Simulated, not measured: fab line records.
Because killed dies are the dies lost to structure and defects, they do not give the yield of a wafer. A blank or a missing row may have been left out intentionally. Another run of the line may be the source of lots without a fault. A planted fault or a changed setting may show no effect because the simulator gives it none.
fab line records | flow gf180mcu | part 2 of 2: steps 36 to 48 of 48
[record] lots = 5 wafers = 15 last-day = 32
route steps=602 shown MVPSD@80 VT_IMPLANT@90
lots that met no fault: taken from a fault-free run of the same line
start-h: hours from the record's first day to the start of the lot's first wafer shown | wait-h: hours elapsed since this lot's preceding step | " unchanged from the row above | L1.1+2: one row covering several wafers at once | - no value, or no start given | * or withheld: withheld | < > ~ a bound
route shown NAME@n: a module of which the file shows steps, and the number in the route of the first | usual: average and standard deviation across the fault-free wafers | same: alike in all rows | chamber/n: place in a boat | sites: per-site readings | _std_site: how widely they spread, as a standard deviation | _edge_site: the outer-site mean with the inner-site mean subtracted | radius-mm: for every site, how far away it sits from the centre of the wafer | mask NAME#n: copy n | behind: the most recent tool/chamber to have shaped the wafer | hold: what put the lot on hold/how long, in hours/how the hold closed | device: which transistor (n, p or np) failed to switch | end of line: the same wafers' tests at the end of the route | a step with no rows: only its recipe | killed: not the wafer's yield, but the dies lost to structure and defects at the first sort | map: shows each die of a wafer: x if killed, . if not, _ if none is there
set.NAME: the setting the step ran with; set.NAME@STEP: the setting that earlier step ran with | model.NAME: the simulator's own value behind a step, which no gauge read
a table for each step, a row for each wafer; lots at some steps of the route
services: when a tool's chamber went out of use (start-h, in hours from the record's first day, below 0 if earlier), for how many hours, and the reason
[[steps]]
[step GF_VT_IMPLANT_SOFTBAKE_25]
[recipe] temp-c = 90 time-s = 60 resist = NOVOLAK
// columns lot.wafer tool chamber start-h wait-h
L074.3+4+6 litho-track-01 0 134.40 0.1
L078.1+4+6 litho-track-03 0 157.73 0.1
L083.2+5+6 litho-track-03 0 192.85 0.1
L084.4+5+6 litho-track-01 0 199.67 0.1
L087.4+5+6 litho-track-03 0 220.50 0.1
[step GF_VT_IMPLANT_EXPOSE_26]
[recipe] mask-id = LVPWELL_HV_AREA target-cd-nm = 860 na = 0.6 source-shape = conventional sigma-outer = 0.6 dose-mj = 140
[same] na = 0.6
// columns lot.wafer tool chamber start-h wait-h mask
L074.3+4+6 iline-stepper-02 0 - - LVPWELL_HV_AREA#0
L078.1+4+6 iline-stepper-01 0 - - LVPWELL_HV_AREA#0
L083.2+5+6 iline-stepper-01 0 - - LVPWELL_HV_AREA#0
L084.4+5+6 iline-stepper-02 0 - - LVPWELL_HV_AREA#0
L087.4+5+6 iline-stepper-01 0 - - LVPWELL_HV_AREA#0
[step GF_VT_IMPLANT_PEB_27]
[recipe] temp-c = withheld time-s = * resist = NOVOLAK
// columns lot.wafer tool chamber start-h wait-h
L074.3+4+6 litho-track-01 0 - -
L078.1+4+6 litho-track-01 0 - -
L083.2+5+6 litho-track-04 0 - -
L084.4+5+6 litho-track-03 0 - -
L087.4+5+6 litho-track-03 0 - -
[step GF_VT_IMPLANT_DEVELOP_28]
[recipe] develop-time-s = 60 dev-temp-c = 23
// columns lot.wafer tool chamber start-h wait-h
L074.3+4+6 litho-track-01 0 142.10 0.1
L078.1+4+6 litho-track-01 0 165.64 0.1
L083.2+5+6 litho-track-04 0 201.15 0.1
L084.4+5+6 litho-track-03 0 208.55 0.1
L087.4+5+6 litho-track-03 0 228.70 0.1
[step GF_VT_IMPLANT_OVL_MEAS_29]
[usual] VT_IMPLANT_02_OVL = -0.3/1.3
// columns lot.wafer tool chamber start-h wait-h VT_IMPLANT_02_OVL[nm]
L074.3 overlay-01 - 142.21 0.1 -0.3
L074.4 " - " " -0.2
L074.6 " - " " -0.6
L078.1 overlay-01 - 165.79 0.1 -1.0
L078.4 " - " " -1.3
L078.6 " - " " -1.1
L083.2 overlay-01 - 201.28 0.1 -1.1
L083.5 " - " " -0.4
L083.6 " - " " -0.4
L084.4 overlay-01 - 208.64 0.1 0.0
L084.5 " - " " 0.4
L084.6 " - " " -0.1
L087.4 overlay-02 - 228.79 0.1 1.7
L087.5 " - " " 1.0
L087.6 " - " " 3.1
[step GF_VT_IMPLANT_IMPLANT_30]
[recipe] species = B energy-kev = 25 dose-cm2 = 2.534e+12 tilt-deg = 7.51
[usual] faraday-current-uA = 14.25/0.29
// columns lot.wafer tool chamber start-h wait-h faraday-current-uA
L074.3 implanter-03 0 142.28 0.1 13.86
L074.4 " 0 " " 13.93
L074.6 " 0 " " 14.41
L078.1 implanter-01 0 165.83 0.0 14.50
L078.4 " 0 " " 14.16
L078.6 " 0 " " 14.00
L083.2 implanter-03 0 201.33 0.0 13.88
L083.5 " 0 " " 13.93
L083.6 " 0 " " 14.40
L084.4 implanter-03 0 208.74 0.1 14.63
L084.5 " 0 " " 14.03
L084.6 " 0 " " 14.12
L087.4 implanter-03 0 228.89 0.1 14.24
L087.5 " 0 " " 14.01
L087.6 " 0 " " 13.82
[step GF_VT_IMPLANT_STRIP_31]
[recipe] chemistry = O2/N2 power-w = 1400 pressure-mtorr = 1500 platen-temp-c = 250 o2-flow-sccm = 3000 n2-flow-sccm = 300 overash-fraction = 0.5
[usual] drypump-motor-current-A = 5.5/0.4 heater-power-w = 335/20 oes-product-au = 0.716/0.0044 strip-time-to-endpoint-s = 12.64/0.034
// columns lot.wafer tool chamber start-h wait-h drypump-motor-current-A heater-power-w oes-product-au rf-hours-counter-h strip-time-to-endpoint-s
L074.3 plasma-asher-04 0 142.41 0.1 4.9 348 0.704 - 12.60
L074.4 " 1 " " 6.5 321 0.715 - 12.61
L074.6 " 1 " " 6.5 314 0.713 - 12.60
L078.1 plasma-asher-04 1 165.98 0.1 6.6 306 0.721 55 12.67
L078.4 " 0 " " 4.9 349 0.711 - 12.61
L078.6 " 0 " " 5.0 347 0.714 - 12.64
L083.2 plasma-asher-02 0 201.46 0.1 5.4 323 0.724 9 12.65
L083.5 " 1 " " 5.3 347 0.723 - 12.67
L083.6 " 0 " " 5.4 328 0.717 - 12.67
L084.4 plasma-asher-02 0 208.85 0.1 5.4 325 0.716 - 12.70
L084.5 " 1 " " 5.3 346 0.714 - 12.68
L084.6 " 0 " " 5.4 325 0.719 - 12.69
L087.4 plasma-asher-02 1 229.00 0.1 5.3 346 0.713 - 12.67
L087.5 " 0 " " 5.4 329 0.717 - 12.63
L087.6 " 1 " " 5.4 350 0.713 - 12.65
[step GF_VT_IMPLANT_TW_MEAS_32]
[usual] VT_IMPLANT_3_TW = 270.5/1
// columns lot.wafer tool chamber start-h wait-h VT_IMPLANT_3_TW
L074.3 film-metro-02 - 142.50 0.1 271.3
L074.4 " - " " 271.4
L074.6 " - " " 271.8
L078.1 film-metro-02 - 166.08 0.1 270.9
L078.4 " - " " 270.5
L078.6 " - " " 270.6
L083.2 film-metro-02 - 201.57 0.1 269.5
L083.5 " - " " 271.7
L083.6 " - " " 270.7
L084.4 film-metro-03 - 208.94 0.1 268.8
L084.5 " - " " 268.8
L084.6 " - " " 268.4
L087.4 film-metro-02 - 229.09 0.1 269.7
L087.5 " - " " 269.0
L087.6 " - " " 270.6
[step GF_VT_IMPLANT_DEHYDRATE_33]
[recipe] temp-c = 200 time-s = 60
// columns lot.wafer tool chamber start-h wait-h
L074.3+4+6 litho-track-01 0 149.50 7.0
L078.1+4+6 litho-track-04 0 173.57 7.5
L083.2+5+6 litho-track-04 0 210.15 8.6
L084.4+5+6 litho-track-03 0 217.45 8.5
L087.4+5+6 litho-track-03 0 237.55 8.4
[step GF_VT_IMPLANT_HMDS_34]
[recipe] prime-time-s = 60 prime-temp-c = 120
// columns lot.wafer tool chamber start-h wait-h
L074.3+4+6 litho-track-01 0 149.65 0.1
L078.1+4+6 litho-track-04 0 173.72 0.1
L083.2+5+6 litho-track-04 0 210.30 0.1
L084.4+5+6 litho-track-03 0 217.60 0.1
L087.4+5+6 litho-track-03 0 237.70 0.1
[step GF_VT_IMPLANT_COAT_35]
[recipe] resist = NOVOLAK spin-rpm = 3000 resist-thk-nm = 1000
// columns lot.wafer tool chamber start-h wait-h
L074.3+4+6 litho-track-01 0 149.80 0.1
L078.1+4+6 litho-track-04 0 173.87 0.1
L083.2+5+6 litho-track-04 0 210.45 0.1
L084.4+5+6 litho-track-03 0 217.75 0.1
L087.4+5+6 litho-track-03 0 237.85 0.1
[step GF_VT_IMPLANT_SOFTBAKE_36]
[recipe] temp-c = 90 time-s = 60 resist = NOVOLAK
// columns lot.wafer tool chamber start-h wait-h
L074.3+4+6 litho-track-01 0 149.95 0.1
L078.1+4+6 litho-track-04 0 174.02 0.1
L083.2+5+6 litho-track-04 0 210.60 0.1
L084.4+5+6 litho-track-03 0 217.90 0.1
L087.4+5+6 litho-track-03 0 238.00 0.1
[step GF_VT_IMPLANT_EXPOSE_37]
[recipe] mask-id = Nwell_HV_AREA target-cd-nm = 860 na = 0.6 source-shape = conventional sigma-outer = 0.6 dose-mj = 140
[same] na = 0.6
// columns lot.wafer tool chamber start-h wait-h mask
L074.3+4+6 iline-stepper-01 0 - - Nwell_HV_AREA#0
L078.1+4+6 iline-stepper-01 0 - - Nwell_HV_AREA#0
L083.2+5+6 iline-stepper-02 0 - - Nwell_HV_AREA#0
L084.4+5+6 iline-stepper-01 0 - - Nwell_HV_AREA#0
L087.4+5+6 iline-stepper-02 0 - - Nwell_HV_AREA#0
[[services]]
// columns tool chamber start-h hours kind
iline-stepper-01 - 72.64 8.0 repair
plasma-asher-01 - 73.45 1.2 repair
implanter-02 - 74.86 2.7 pm
iline-stepper-01 - 83.76 1.8 repair
iline-stepper-02 - 86.70 1.7 pm
plasma-asher-04 - 105.91 2.4 repair
plasma-asher-02 - 108.75 9.0 pm
plasma-asher-01 - 114.97 34.7 repair
iline-stepper-02 0 127.45 - calibration
plasma-asher-01 - 129.34 1.2 repair
plasma-asher-04 - 132.98 3.7 repair
implanter-02 - 140.71 4.2 pm
plasma-asher-02 - 143.14 4.3 pm
implanter-01 - 148.13 3.2 repair
implanter-01 - 155.05 0.6 repair
iline-stepper-02 - 156.59 4.3 pm
implanter-03 - 193.77 0.7 repair
iline-stepper-01 - 195.74 4.4 pm
plasma-asher-04 - 199.93 6.0 repair
iline-stepper-02 - 204.18 2.5 repair
iline-stepper-01 0 204.75 - calibration
implanter-02 - 209.79 12.2 repair
iline-stepper-01 - 210.50 1.7 pm
implanter-02 - 226.64 1.8 repair
